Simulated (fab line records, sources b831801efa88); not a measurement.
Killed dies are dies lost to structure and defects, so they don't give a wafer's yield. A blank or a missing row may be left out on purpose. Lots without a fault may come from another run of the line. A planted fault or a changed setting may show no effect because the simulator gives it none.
A struck lot beside a sound one | flow gf180mcu | 14 steps out of a route of 602
Sound: wafers L229.1, L229.2, L229.4. Struck: wafers L240.1, L240.2, L240.5. The cause comes at the end.
At each step with rows: each side's tool, then ch and its chambers, then its first start. Under that, the readings that differ: sound wafers | struck wafers | difference of the means | sigmas: that difference in standard deviations of wafers without a fault.
alike: readings whose means differ by less than 2 such deviations, and words and numbers that are the same on both sides. not compared: withheld readings, readings that some wafer has no value for, bounds like >300 that may hide the same value, and numbers for which the record gives no deviation and whose values overlap.
The two part at a step that has a row with sigmas, a row that says differs or no value, or rows on one side only. Numbers that don't overlap but have no deviation are shown without sigmas and don't part them. A reading that every wafer of one side lacks parts them only if that side has two wafers or more.

GF_TOP_METAL_METAL_ETCH_16: etches the open film in Cl2/BCl3, stops on SiO2, target depth 1077.5 nm, time 179.6 s.
  sound on rie_metal-03 ch 0,1, day 28 13:03; struck on rie_metal-01 ch 0,1, day 32 03:41
  alike: drypump_motor_current_A, he_backside_leak_sccm, oes_product_au, throttle_valve_pct
  not compared: rf_hours_counter_h
GF_TOP_METAL_STRIP_17: strips in O2/N2.
  sound on plasma_asher-04 ch 0,1, day 28 13:14; struck on plasma_asher-03 ch 0,1, day 32 03:52
  alike: drypump_motor_current_A, heater_power_w, oes_product_au, strip_time_to_endpoint_s
  not compared: rf_hours_counter_h
then, 2 steps without rows for these wafers: GF_TOP_METAL_STRIP_18 (strips in post etch residue remover, time 1200 s); GF_TOP_METAL_CLEAN_19 (cleans in DIW).
GF_PASSIVATION_CVD_00: deposits SiO2 from TEOS, target thk 1000 nm, time 111.95 s.
  sound on pecvd-03 ch 0,1,2, day 28 13:46; struck on pecvd-02 ch 0,1,2, day 32 04:26
  alike: heater_power_w, susceptor_temp_C
GF_PASSIVATION_THK_MEAS_01:
  sound on film_metro-04, day 28 13:50; struck on film_metro-01, day 32 04:31
  alike: PASSIVATION_CVD_00_THK
GF_PASSIVATION_CVD_02: deposits Si3N4, target thk 700 nm, time 486.18 s.
  sound on pecvd-01 ch 0,2, day 28 13:54; struck on pecvd-01 ch 0,1, day 32 04:35
  alike: heater_power_w, susceptor_temp_C
GF_PASSIVATION_THK_MEAS_03:
  sound on film_metro-04, day 28 14:20; struck on film_metro-02, day 32 05:01
  reading                     | sound       | struck      | difference | sigmas
  PASSIVATION_CVD_02_THK (nm) | 689 698 699 | 706 715 716 | +17        | +2
then, 4 steps without rows for these wafers: GF_PASSIVATION_DEHYDRATE_04 (time 60 s); GF_PASSIVATION_HMDS_05 (prime time 60 s); GF_PASSIVATION_COAT_06 (resist thk 4000 nm); GF_PASSIVATION_SOFTBAKE_07.
GF_PASSIVATION_EXPOSE_08: exposes mask Pad, target cd 40000 nm.
  sound on iline_stepper-01 ch 0, day 29 00:11; struck on iline_stepper-02, day 32 13:22
  no value came back on the struck wafers for exposure_dose_mJ_cm2, focus_offset_nm (nm); on the sound wafers exposure_dose_mJ_cm2 reads 310.2 310.1 310.4
  alike: mask
then, 1 step without rows for these wafers: GF_PASSIVATION_PEB_09.

WHERE THEY PART
First at GF_PASSIVATION_THK_MEAS_03; last, within this record, at GF_PASSIVATION_EXPOSE_08.

WHY: what the simulator had put in
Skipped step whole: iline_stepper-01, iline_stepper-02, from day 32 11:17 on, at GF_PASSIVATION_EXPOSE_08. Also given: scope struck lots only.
